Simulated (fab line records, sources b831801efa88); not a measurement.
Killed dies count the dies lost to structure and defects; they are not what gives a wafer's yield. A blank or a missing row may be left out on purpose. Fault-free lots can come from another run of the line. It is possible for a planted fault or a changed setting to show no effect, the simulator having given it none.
A lot that was struck, set against a sound lot ; flow sky130 ; 44 steps out of a route of 708
Sound: wafers L792.2, L792.4, L792.6. Wafers L791.1, L791.3, L791.4 were the ones struck. The cause comes at the end.
At each step with rows: each side's tool, then ch and its chambers, then its first start. Under that, the readings that differ: sound wafers ; struck wafers ; difference of the means ; sigmas: that difference in standard deviations of wafers without a fault.
alike: readings whose means differ by less than 2 such deviations, and words and numbers that are the same on both sides. not compared: withheld readings, readings that some wafer has no value for, bounds like >300 that may hide the same value, and numbers for which the record gives no deviation and whose values overlap.
The two part at a step that has a row with sigmas, a row that says differs or no value, or rows on one side only. Non-overlapping numbers with no deviation appear without sigmas and do not part them. A reading missing from all wafers of one side parts the sides only when that side holds two or more wafers.

first, 5 steps without rows for these wafers: SKY_VIA3_ETCH_15 (etches SiO2 in C4F8/O2/Ar, stops on TiN, target depth 507 nm, time 78 s); SKY_VIA3_STRIP_16 (strips in O2/N2); SKY_VIA3_STRIP_17 (strips in post etch residue remover, time 1200 s); SKY_VIA3_CLEAN_18 (cleans in IPA, time 180 s); SKY_VIA3_CLEAN_19 (cleans in O3/DIW).
SKY_VIA3_SPUTTER_20: material TiN, target thk 20 nm, time 80 s.
  sound on pvdSputter-04 at day 43 16:43; struck on pvdSputter-04 at day 43 05:35
  alike: throttleValvePct
then, 1 step without rows for these wafers: SKY_VIA3_CVD_21 (deposits W, target thk 390 nm, time 117.31 s).
SKY_VIA3_RS_MEAS_22: measurement is done with a four-point probe.
  sound on filmMetro-02 at day 43 16:55; struck on filmMetro-03 at day 43 05:46
  alike: VIA3_W_RS
SKY_VIA3_THK_MEAS_23: measures by xrf.
  sound on filmMetro-02 at day 43 17:02; struck on filmMetro-03 at day 43 05:53
  alike: VIA3_W_THK
SKY_VIA3_CMP_24: polishes, stops on SiO2, t overpolish 20 s, target thk 0 nm.
  sound on cmp-01 ch 0,1,3, day 43 17:11; struck on cmp-01 ch 0,1,3, day 43 05:57
  alike: motorCurrentA, overpolishRunS, timeToEndpointS
SKY_METAL4_SPUTTER_00: material Ti, target thk 15 nm, time 10 s.
  sound on pvdSputter-02 at day 43 17:23; struck on pvdSputter-01 at day 43 06:15
  alike: throttleValvePct
then, 1 step without rows for these wafers: SKY_METAL4_SPUTTER_01 (material TiN, target thk 20 nm, time 16.7 s).
SKY_METAL4_SPUTTER_02: material AlCu, target thk 735 nm, time 39.1 s.
  sound on pvdSputter-02 at day 43 17:26; struck on pvdSputter-01 at day 43 06:18
reading;sound;struck;difference;sigmas
model.AlCu_of_METAL4_SPUTTER_02.thkNm (nm);734.6 742.2 741.2;513.2 515.1 512.8;-225.6;
  alike: throttleValvePct
then, 2 steps without rows for these wafers: SKY_METAL4_SPUTTER_03 (material Ti, target thk 5 nm, time 3.3 s); SKY_METAL4_SPUTTER_04 (material TiN, target thk 70 nm, time 58.3 s).
SKY_CAP2M_CVD_00: deposits SiO2, target thk 15.5 nm.
  sound on pecvd-04 ch 0,2, day 43 17:32; struck on pecvd-01 ch 0,2, day 43 06:24
  alike: heaterPowerW, rfFwdPowerW, susceptorTempC
SKY_CAP2M_THK_MEAS_01:
  sound on filmMetro-03 at day 43 17:34; struck on filmMetro-02 at day 43 06:26
  alike: CAP2M_CVD_00_THK
then, 1 step without rows for these wafers: SKY_CAP2M_SPUTTER_02 (material TiN, target thk 200 nm, time 166.7 s).
SKY_CAP2M_RS_MEAS_03: measurement is done with a four-point probe.
  sound on filmMetro-02 at day 43 17:45; struck on filmMetro-01 at day 43 06:36
reading;sound;struck;difference;sigmas
CAP2M_TIN_RS (ohm/sq);6.98 6.95 6.96;6.74 6.80 6.83;-0.17;-3
SKY_CAP2M_THK_MEAS_04: measures by xrf.
  sound on filmMetro-02 at day 43 17:52; struck on filmMetro-01 at day 43 06:43
reading;sound;struck;difference;sigmas
CAP2M_TIN_THK (nm);198.0 199.7 199.2;206.7 206.2 205.0;+7.0;+3
then, 7 steps without rows for these wafers: SKY_CAP2M_DEHYDRATE_05 (time 60 s); SKY_CAP2M_HMDS_06 (prime time 60 s); SKY_CAP2M_COAT_07 (resist thk 1140 nm); SKY_CAP2M_SOFTBAKE_08 (time 60 s); SKY_CAP2M_EXPOSE_09 (exposes mask CAP2M, target cd 1000 nm); SKY_CAP2M_PEB_10; SKY_CAP2M_DEVELOP_11 (develop time 60 s).
SKY_CAP2M_OVL_MEAS_12:
  sound on overlay-02 at day 44 15:29; struck on overlay-02 at day 44 05:08
  alike: CAP2M_OVL
SKY_CAP2M_METAL_ETCH_13: etches TiN in Cl2/BCl3, stops on SiO2, target depth 220 nm, time 62.9 s.
  sound on rieMetal-02 ch 0,1, day 44 15:31; struck on rieMetal-03 ch 0,1, day 44 05:10
  alike: drypumpMotorCurrentA, oesProductAu, rfFwdPowerW, throttleValvePct
  not compared: rfHoursCounterH
then, 12 steps without rows for these wafers: SKY_CAP2M_STRIP_14 (strips in O2/N2); SKY_CAP2M_STRIP_15 (strips in post etch residue remover, time 1200 s); SKY_CAP2M_CLEAN_16 (cleans in IPA, time 180 s); SKY_CAP2M_CLEAN_17 (cleans in O3/DIW); SKY_METAL4_DEHYDRATE_05 (time 60 s); SKY_METAL4_HMDS_06 (prime time 60 s); SKY_METAL4_COAT_07 (resist thk 60 nm); SKY_METAL4_COAT_08 (resist thk 1140 nm); SKY_METAL4_SOFTBAKE_09 (time 90 s); SKY_METAL4_EXPOSE_10 (exposes mask MM4, target cd 300 nm); SKY_METAL4_PEB_11; SKY_METAL4_DEVELOP_12 (develop time 60 s).
SKY_METAL4_CD_MEAS_13: target cd 300 nm.
  sound on cdSem-02 at day 45 12:54; struck on cdSem-01 at day 45 03:26
reading;sound;struck;difference;sigmas
cdNm (nm);301.3 301.9 300.5;297.9 298.4 297.4;-3.3;-2
SKY_METAL4_METAL_ETCH_18: etches the open film in Cl2/BCl3, stops on SiO2, target depth 845 nm, time 183.1 s.
  sound on rieMetal-04 ch 1, day 45 13:15; struck on rieMetal-03 ch 0,1, day 45 03:52
reading;sound;struck;difference;sigmas
oesProductAu (a.u.);0.851 0.872 0.874;0.745 0.741 0.739;-0.124;-20
  alike: drypumpMotorCurrentA, rfFwdPowerW, throttleValvePct
  not compared: rfHoursCounterH
-- the record jumps here: 4 days lie between the struck wafers' starts before and after (it left off in module METAL4 and takes up again in module PAD_OPEN, whose first step shown is number 708 of the route) --
SKY_PAD_OPEN_PROBE_99:
  sound on prober-02 at day 48 23:52; struck on prober-01 at day 48 17:06
reading;sound;struck;difference;sigmas
killedAtContacts;14 16 28;24 37 44;+16;+3
killedAtFrontEnd;16 26 21;9 10 16;-9;-2
model.etest.met4.lineOhmUm;0.1422 0.1375 0.1409;0.207 0.2073 0.2069;+0.067;
model.etest.via4Chain.rcOhm;0.8039 0.7916 0.8125;0.8945 0.8344 0.8294;+0.0501;
model.etest.met4.rsOhmSq;0.0428 0.04192 0.04247;0.06124 0.0614 0.06167;+0.01904;
  alike: defectLimitedYield, killed_at_M0_to_M3, killed_at_M4_up, killedAtOther, killedDies, killedOpen, killedShort, sort_bin_3_pad_short, sort_bin_5_function, sort_bin_6_memory, sortNPass, sortYieldPct

WHERE THEY PART
At SKY_CAP2M_RS_MEAS_03 first; at SKY_PAD_OPEN_PROBE_99 last (within this record only).

WHY: what had been put in by the simulator
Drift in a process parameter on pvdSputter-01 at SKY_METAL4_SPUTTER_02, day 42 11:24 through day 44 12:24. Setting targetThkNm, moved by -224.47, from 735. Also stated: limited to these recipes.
